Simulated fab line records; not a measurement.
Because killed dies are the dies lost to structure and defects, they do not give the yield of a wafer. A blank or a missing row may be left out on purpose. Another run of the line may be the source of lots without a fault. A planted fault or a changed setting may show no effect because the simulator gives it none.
Check of tool commonality + flow sky130 + 12 lots and 42 wafers in the sample

THE REASON FOR OPENING IT
At SKY_VT_ADJUST_HVTP_TW_MEAS_11 the reading VT_ADJUST_HVTP_TW is flagged on 2 of 12 lots. No-fault wafers: 1343, standard deviation 8.2.
Rule: a lot is flagged in two cases, either no wafer of it has a number, or all its wafers with numbers fall more than 4 standard deviations from that mean. All remaining lots are regarded as sound.

| lot  | measured     | on            | VT_ADJUST_HVTP_TW, wafer by wafer | flag    |
|------|--------------|---------------|-----------------------------------|---------|
| L957 | day 6 09:11  | film-metro-03 | 1360 1358 1348                    |         |
| L958 | day 6 14:44  | film-metro-04 | 1333 1334 1345                    |         |
| L959 | day 6 18:45  | film-metro-03 | 1355 1357 1359                    |         |
| L960 | day 6 23:08  | film-metro-04 | 1340 1339 1340                    |         |
| L962 | day 7 11:38  | film-metro-04 | 1328 1333 1337                    |         |
| L963 | day 7 17:36  | film-metro-01 | 1336 1337 1336                    |         |
| L964 | day 7 23:05  | film-metro-04 | 1337 1334 1340                    |         |
| L967 | day 9 01:50  | film-metro-03 | 1359 1357 1350                    |         |
| L971 | day 10 00:41 | film-metro-03 | 1189 1185 1183 1188 1189 1183     | FLAGGED |
| L972 | day 10 02:14 | film-metro-01 | 1345 1346 1350                    |         |
| L973 | day 10 06:50 | film-metro-01 | 1344 1344 1344                    |         |
| L975 | day 10 20:08 | film-metro-04 | 1175 1183 1174 1184 1178 1171     | FLAGGED |
The numbers of the flagged lots are 1182 on average: -161 against the usual, or -20 standard deviations.

WHICH TOOL EACH LOT WENT THROUGH
The record holds 1 process step before the reading, out of a route of 708 steps. Each cell gives the tool, then ch followed by the chambers the sampled wafers passed through, then the start.
| lot  | flag    | SKY_VT_ADJUST_HVTP_IMPLANT_09   |
|------|---------|---------------------------------|
| L957 |         | implanter-03 ch 0, day 6 08:56  |
| L958 |         | implanter-02 ch 0, day 6 14:29  |
| L959 |         | implanter-02 ch 0, day 6 18:31  |
| L960 |         | implanter-02 ch 0, day 6 22:55  |
| L962 |         | implanter-03 ch 0, day 7 11:25  |
| L963 |         | implanter-03 ch 0, day 7 17:22  |
| L964 |         | implanter-04 ch 0, day 7 22:50  |
| L967 |         | implanter-04 ch 0, day 9 01:35  |
| L971 | FLAGGED | implanter-03 ch 0, day 10 00:26 |
| L972 |         | implanter-04 ch 0, day 10 01:59 |
| L973 |         | implanter-02 ch 0, day 10 06:35 |
| L975 | FLAGGED | implanter-03 ch 0, day 10 19:53 |
What the steps here do:
- SKY_VT_ADJUST_HVTP_IMPLANT_09
- SKY_VT_ADJUST_HVTP_TW_MEAS_11

FLAGGED AGAINST TOTAL, ONE TOOL AT A TIME (gauges that did the reading follow at the end)
| step                          | tool          | lots run | flagged | share of the flagged lots | sound lots run after its first flagged lot |
|-------------------------------|---------------|----------|---------|---------------------------|--------------------------------------------|
| SKY_VT_ADJUST_HVTP_IMPLANT_09 | implanter-02  | 4        | 0       | none                      | -                                          |
| SKY_VT_ADJUST_HVTP_IMPLANT_09 | implanter-03  | 5        | 2       | all                       | 0                                          |
| SKY_VT_ADJUST_HVTP_IMPLANT_09 | implanter-04  | 3        | 0       | none                      | -                                          |
| SKY_VT_ADJUST_HVTP_TW_MEAS_11 | film-metro-01 | 3        | 0       | none                      | -                                          |
| SKY_VT_ADJUST_HVTP_TW_MEAS_11 | film-metro-03 | 4        | 1       | some                      | 0                                          |
| SKY_VT_ADJUST_HVTP_TW_MEAS_11 | film-metro-04 | 5        | 1       | some                      | 0                                          |

WHAT IS ALLOWED BY THE TABLE
In the table, 1 row covers all flagged lots: implanter-03 at SKY_VT_ADJUST_HVTP_IMPLANT_09.
- implanter-03 at SKY_VT_ADJUST_HVTP_IMPLANT_09 ran 5 lots, 2 of them flagged. Last sound lot L963 at day 7 17:22, first flagged lot L971 at day 10 00:26; a fault beginning in between fits. Its own readings (dose-ions-cm2, faraday-current-uA) fall more than 4 standard deviations out on all wafers of the flagged lots.
What remains is a single tool, implanter-03 at SKY_VT_ADJUST_HVTP_IMPLANT_09.

WHAT WAS PUT IN BY THE SIMULATOR
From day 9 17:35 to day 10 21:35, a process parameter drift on implanter-03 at SKY_VT_ADJUST_HVTP_IMPLANT_09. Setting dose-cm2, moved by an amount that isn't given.
Shown lots that were struck: L971, L975. The rule given above showed the same thing.
